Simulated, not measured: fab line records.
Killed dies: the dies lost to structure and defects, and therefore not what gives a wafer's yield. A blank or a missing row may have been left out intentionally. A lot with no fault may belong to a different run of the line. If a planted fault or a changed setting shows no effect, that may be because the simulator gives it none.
Which tool was responsible? -- flow gf180mcu -- 45 wafers from 15 lots sampled at 4 of the route's 602 steps

WHAT THE GAUGES SHOWED, per wafer
GF_CONTACT_CD_MEAS_14: target cd 220 nm.
lot,measured,on,cd nm (nm)
L788,day 16 02:14,cd sem-01,219.8 220.6 221.0
L795,day 18 18:12,cd sem-02,221.1 221.2 221.8
L796,day 19 04:42,cd sem-02,220.6 220.5 219.7
L797,day 19 14:16,cd sem-01,219.1 217.5 219.1
L800,day 20 07:08,cd sem-01,222.0 219.9 220.9
L801,day 21 00:36,cd sem-01,219.5 221.1 219.8
L802,day 21 05:00,cd sem-02,220.3 220.8 220.6
L803,day 21 18:35,cd sem-02,218.4 219.3 219.4
L804,day 21 21:08,cd sem-02,218.9 219.7 219.9
L805,day 22 01:08,cd sem-01,218.2 219.9 218.3
L806,day 22 09:55,cd sem-02,220.4 220.7 220.6
L807,day 22 15:32,cd sem-02,221.0 219.4 221.5
L808,day 22 21:53,cd sem-01,217.6 217.4 217.7
L809,day 23 06:13,cd sem-01,217.7 218.9 219.8
L810,day 23 18:00,cd sem-02,219.4 219.0 219.5

GF_V1_BOW_MEAS_05.
lot,measured,on,V1_BOW (um)
L788,day 17 03:34,film metro-01,94 94 96
L800,day 21 09:54,film metro-04,77 78 73
L801,day 22 03:28,film metro-01,83 77 80
L802,day 22 07:31,film metro-02,82 77 82
L803,day 22 21:16,film metro-04,85 80 85
L804,day 22 23:17,film metro-04,70 84 72
L805,day 23 03:24,film metro-01,78 82 73
L806,day 23 12:16,film metro-01,78 67 80
L807,day 23 17:25,film metro-01,74 91 78
L808,day 24 00:26,film metro-02,87 76 81
L809,day 24 08:32,film metro-04,80 91 88
L810,day 24 19:47,film metro-04,73 71 70

WHAT TOOL EACH LOT RAN ON (gives the tool, then ch and the chambers of the sampled wafers, and finally the start)
lot,GF_M1_SPUTTER_00,GF_M1_DEVELOP_13
L788,"pvd sputter-04, day 16 03:31","litho track-03 ch 0, day 17 01:59"
L795,"pvd sputter-04, day 18 19:31","litho track-02, day 19 19:27"
L796,"pvd sputter-01, day 19 06:11","litho track-01, day 20 06:52"
L797,"pvd sputter-04, day 19 15:30","litho track-03, day 20 15:44"
L800,"pvd sputter-04, day 20 08:30","litho track-02 ch 0, day 21 08:18"
L801,"pvd sputter-04, day 21 01:54","litho track-03 ch 0, day 22 01:51"
L802,"pvd sputter-04, day 21 06:18","litho track-02 ch 0, day 22 05:57"
L803,"pvd sputter-01, day 21 19:52","litho track-03 ch 0, day 22 19:45"
L804,"pvd sputter-03, day 21 22:24","litho track-03 ch 0, day 22 21:45"
L805,"pvd sputter-03, day 22 02:24","litho track-03 ch 0, day 23 01:51"
L806,"pvd sputter-03, day 22 11:19","litho track-02 ch 0, day 23 10:42"
L807,"pvd sputter-03, day 22 16:48","litho track-01 ch 0, day 23 15:53"
L808,"pvd sputter-03, day 22 23:10","litho track-02 ch 0, day 23 22:53"
L809,"pvd sputter-04, day 23 07:47","litho track-02 ch 0, day 24 06:51"
L810,"pvd sputter-03, day 23 19:18","litho track-03 ch 0, day 24 18:06"
- GF_M1_SPUTTER_00: material Ti, target thk 37.5 nm, time 150 s.
- GF_M1_DEVELOP_13: develop time 60 s.

AS READ BY THE TOOLS THEMSELVES (means over the sampled wafers that have a number; for cases with no such wafer, the mark the record gives instead)
GF_M1_SPUTTER_00.
lot,tool,cathode dc power W (W),throttle valve pct (%)
L788,pvd sputter-04,3999.5,29.6
L795,pvd sputter-04,3999.8,30.1
L796,pvd sputter-01,4000.8,30.2
L797,pvd sputter-04,3999.4,30.3
L800,pvd sputter-04,3999.5,30.4
L801,pvd sputter-04,3999.8,30.0
L802,pvd sputter-04,4000.2,30.6
L803,pvd sputter-01,4000.0,30.5
L804,pvd sputter-03,4000.0,30.0
L805,pvd sputter-03,4000.3,30.0
L806,pvd sputter-03,4000.2,30.0
L807,pvd sputter-03,4000.3,30.1
L808,pvd sputter-03,3999.9,29.7
L809,pvd sputter-04,4000.4,30.5
L810,pvd sputter-03,3999.7,29.7

GF_M1_DEVELOP_13.
lot,tool,chill plate temp C (C)
L788,litho track-03,23.10
L795,litho track-02,-
L796,litho track-01,-
L797,litho track-03,-
L800,litho track-02,22.91
L801,litho track-03,22.99
L802,litho track-02,22.94
L803,litho track-03,23.02
L804,litho track-03,23.13
L805,litho track-03,23.07
L806,litho track-02,22.95
L807,litho track-01,23.02
L808,litho track-02,22.98
L809,litho track-02,23.04
L810,litho track-03,22.96

THE ANSWER, worked out from the rows above alone
Rule: the usual values come from the lots themselves. The widest of any qualifying gaps counts: lots, ordered by their means at a reading, are off when they make up no more than a third of the lots, leave a main group of 4 or more, and stand apart from it by 3 or more times the standard deviation of that group's means. The tables above print the reading to a certain number of digits; a main group whose means all agree to those digits is not used. Also off: a lot with no number at a reading for which 4 or more lots have one. The other lots that the step has rows for count as sound. Order of review: gauges by route order, followed by the tools' own readings, for which a lot's mean as printed above is used. The first step at which some lot is off is used, and at that step the reading that is off furthest; a lot without a number counts as furthest.
Off at GF_M1_DEVELOP_13 (chill plate temp C): L795, L796, L797. Without a number there: L795, L796, L797. Main group: mean 23.01 C, sd 0.064.
A tool fits if, at that step or a process step before it, it ran every lot that is off, and no sound lot after the first of them. None of those tried fits.

WHAT THE SIMULATOR PUT IN
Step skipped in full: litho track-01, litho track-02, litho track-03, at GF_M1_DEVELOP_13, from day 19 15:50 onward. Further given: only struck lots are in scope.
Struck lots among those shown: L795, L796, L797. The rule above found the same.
